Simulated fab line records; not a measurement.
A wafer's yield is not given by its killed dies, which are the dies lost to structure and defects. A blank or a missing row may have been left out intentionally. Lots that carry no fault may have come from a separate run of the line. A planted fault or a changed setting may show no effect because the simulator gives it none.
The tool behind it: which one? ; flow gf180mcu ; 11 lots with 33 wafers sampled at 6 steps, on a route of 602 steps

WHAT THE GAUGES READ, wafer by wafer
GF_V2_THK_MEAS_01.
lot;measured;on;V2_CVD_00_THK (nm)
L254;day 19 11:29;film-metro-01;601 602 606
L255;day 20 11:43;film-metro-04;599 598 596
L262;day 23 07:10;film-metro-01;595 605 597
L266;day 24 08:23;film-metro-03;605 603 602
L267;day 24 12:14;film-metro-04;612 604 600
L272;day 26 09:38;film-metro-01;611 606 603
L274;day 26 18:28;film-metro-04;611 615 618
L275;day 27 05:09;film-metro-04;602 607 600
L276;day 27 10:29;film-metro-04;602 610 609

TOOL THAT RAN EACH LOT (tool first, then ch and the chambers of the sampled wafers, then the start)
lot;GF_CONTACT_ETCH_16;GF_CONTACT_ETCH_17;GF_CONTACT_STRIP_18;GF_M2_SPUTTER_02;GF_M2_METAL_ETCH_16
L254;rie-diel-01 ch 0,1,3, day 16 07:31;rie-diel-01 ch 0,1,3, day 16 07:41 or earlier;plasma-asher-04 ch 0,1, day 16 07:41;pvd-sputter-02, day 18 09:54;rie-metal-02 ch 0,1, day 19 10:44
L255;rie-diel-01 ch 0,2, day 17 05:32;rie-diel-01 ch 0,2, day 17 05:43 or earlier;plasma-asher-04 ch 0, day 17 05:43;pvd-sputter-03, day 19 09:42;rie-metal-02 ch 0, day 20 10:52
L262;rie-diel-01 ch 0,1,3, day 20 02:04;rie-diel-01 ch 0,1,3, day 20 02:14 or earlier;plasma-asher-02 ch 0,1, day 20 02:14;pvd-sputter-02, day 22 07:41;rie-metal-03 ch 0,1, day 23 06:23
L263;rie-diel-02 ch 1,2,3, day 20 07:22;rie-diel-02 ch 1,2,3, day 20 07:34 or earlier;plasma-asher-02 ch 0,1, day 20 07:34;-;-
L265;rie-diel-04 ch 0,1, day 20 12:29;rie-diel-04 ch 0,1, day 20 12:39 or earlier;plasma-asher-02 ch 0,1, day 20 12:39;-;-
L266;rie-diel-04 ch 0,2,3, day 21 04:31;rie-diel-04 ch 0,2,3, day 21 04:41 or earlier;plasma-asher-02 ch 0,1, day 21 04:41;pvd-sputter-04, day 23 08:18;rie-metal-04 ch 0,1, day 24 07:40
L267;rie-diel-04 ch 0,1,3, day 21 08:23;rie-diel-04 ch 0,1,3, day 21 08:33 or earlier;plasma-asher-04 ch 0,1, day 21 08:33;pvd-sputter-04, day 23 11:59;rie-metal-04 ch 0,1, day 24 11:29
L272;rie-diel-04 ch 0,1,2, day 23 08:20;rie-diel-04 ch 0,1,2, day 23 08:30 or earlier;plasma-asher-04 ch 0,1, day 23 08:30;pvd-sputter-04, day 25 10:18;rie-metal-02 ch 0,1, day 26 08:53
L274;rie-diel-04 ch 1,2,3, day 23 19:31;rie-diel-04 ch 1,2,3, day 23 19:40 or earlier;plasma-asher-03 ch 0,1, day 23 19:40;pvd-sputter-03, day 25 20:15;rie-metal-04 ch 1, day 26 17:37
L275;rie-diel-01 ch 0,1,3, day 24 05:58;rie-diel-01 ch 0,1,3, day 24 06:10 or earlier;plasma-asher-03 ch 0,1, day 24 06:10;pvd-sputter-03, day 26 06:37;rie-metal-03 ch 0,1, day 27 04:24
L276;rie-diel-02 ch 1,3, day 24 11:28;rie-diel-02 ch 1,3, day 24 11:40 or earlier;plasma-asher-03 ch 0,1, day 24 11:40;pvd-sputter-02, day 26 12:27;rie-metal-03 ch 0,1, day 27 09:44
- GF_CONTACT_ETCH_16: etches BARC in N2/H2.
- GF_CONTACT_ETCH_17: etches SiO2 in C4F8/O2/Ar, stops on CoSi2, target depth 860 nm.
- GF_CONTACT_STRIP_18: strips in O2/N2.
- GF_M2_SPUTTER_02: material AlCu, target thk 450 nm, time 23.9 s.
- GF_M2_METAL_ETCH_16: etches the open film in Cl2/BCl3, stops on SiO2, target depth 750.8 nm, time 125.1 s.

AS READ BY THE TOOLS THEMSELVES (means over the sampled wafers that have a number; for cases with no such wafer, the mark the record gives instead)
GF_CONTACT_ETCH_16.
lot;tool;bias-w (W);chamber-pressure-mTorr (mTorr);drypump-motor-current-A (A);oes-product-au (a.u.);throttle-valve-pct (%)
L254;rie-diel-01;100.20;29.980;6.0;0.855;13.224
L255;rie-diel-01;100.15;29.998;6.0;0.861;13.221
L262;rie-diel-01;99.95;29.987;6.0;0.848;13.215
L263;rie-diel-02;-;-;-;-;-
L265;rie-diel-04;-;-;-;-;-
L266;rie-diel-04;99.75;30.003;5.8;0.856;13.229
L267;rie-diel-04;99.91;30.032;6.2;0.852;13.231
L272;rie-diel-04;100.29;30.003;5.7;0.857;13.229
L274;rie-diel-04;99.71;30.019;5.9;0.853;13.229
L275;rie-diel-01;99.85;29.998;6.0;0.854;13.228
L276;rie-diel-02;100.06;29.991;5.3;0.854;13.228

GF_CONTACT_ETCH_17.
lot;tool;bias-w (W);chamber-pressure-mTorr (mTorr);oes-product-au (a.u.)
L254;rie-diel-01;1202;40.04;0.812
L255;rie-diel-01;1200;39.99;0.810
L262;rie-diel-01;1200;39.97;0.815
L263;rie-diel-02;1201;40.05;0.370
L265;rie-diel-04;1204;40.00;0.375
L266;rie-diel-04;1199;40.00;0.816
L267;rie-diel-04;1201;40.00;0.818
L272;rie-diel-04;1203;40.01;0.816
L274;rie-diel-04;1200;39.96;0.816
L275;rie-diel-01;1201;40.00;0.817
L276;rie-diel-02;1199;39.97;0.818

GF_CONTACT_STRIP_18.
lot;tool;drypump-motor-current-A (A);heater-power-w (W);oes-product-au (a.u.)
L254;plasma-asher-04;5.3;364;0.583
L255;plasma-asher-04;5.1;354;0.579
L262;plasma-asher-02;5.7;324;0.577
L263;plasma-asher-02;5.6;330;0.595
L265;plasma-asher-02;5.7;323;0.604
L266;plasma-asher-02;5.8;326;0.580
L267;plasma-asher-04;5.3;367;0.580
L272;plasma-asher-04;5.4;378;0.584
L274;plasma-asher-03;5.2;333;0.579
L275;plasma-asher-03;5.3;330;0.584
L276;plasma-asher-03;5.2;333;0.577

GF_M2_SPUTTER_02.
lot;tool;throttle-valve-pct (%)
L254;pvd-sputter-02;30.2
L255;pvd-sputter-03;30.1
L262;pvd-sputter-02;30.7
L266;pvd-sputter-04;29.8
L267;pvd-sputter-04;30.1
L272;pvd-sputter-04;29.7
L274;pvd-sputter-03;29.7
L275;pvd-sputter-03;30.6
L276;pvd-sputter-02;30.6

GF_M2_METAL_ETCH_16.
lot;tool;bcl3-flow-sccm (sccm);bias-w (W);drypump-motor-current-A (A);oes-product-au (a.u.);throttle-valve-pct (%)
L254;rie-metal-02;40.07;140.2;6.00;0.987;28.230
L255;rie-metal-02;40.04;140.2;5.77;0.991;28.226
L262;rie-metal-03;39.89;140.6;5.69;0.997;28.228
L266;rie-metal-04;40.10;139.9;5.60;0.991;28.225
L267;rie-metal-04;40.07;139.9;5.59;0.986;28.233
L272;rie-metal-02;40.10;139.8;5.98;0.991;28.233
L274;rie-metal-04;40.07;139.8;6.03;0.988;28.228
L275;rie-metal-03;39.97;139.7;5.70;0.993;28.227
L276;rie-metal-03;39.93;139.5;5.81;0.993;28.235

THE ANSWER, worked out from the rows above alone
Rule: usual is defined by the lots themselves. Put in order of their means at a reading, lots are off if they are a third of the lots or fewer, leave a main group of 4 or more, and stand apart from it by a gap of 3 or more times the standard deviation of the main group's means; of several such gaps the widest counts. Not used: any main group whose means are identical at the precision the tables above print for the reading. Also off: a lot with no number at a reading for which 4 or more lots have one. Any other lot the step has rows for is counted as sound. Order of review: gauges by route order, followed by the tools' own readings, for which a lot's mean as printed above is used. At the first step where some lot is off, the reading lying furthest off is the one used; lots without a number count as furthest.
Off at GF_CONTACT_ETCH_16 (bias-w): L263, L265. Without a number there: L263, L265. The main group has a mean of 99.99 W with a standard deviation of 0.19.
A tool fits if, at that step or a process step before it, it ran every lot that is off, and no sound lot after the first of them. Of those tried, none fits.

WHAT WAS PUT IN BY THE SIMULATOR
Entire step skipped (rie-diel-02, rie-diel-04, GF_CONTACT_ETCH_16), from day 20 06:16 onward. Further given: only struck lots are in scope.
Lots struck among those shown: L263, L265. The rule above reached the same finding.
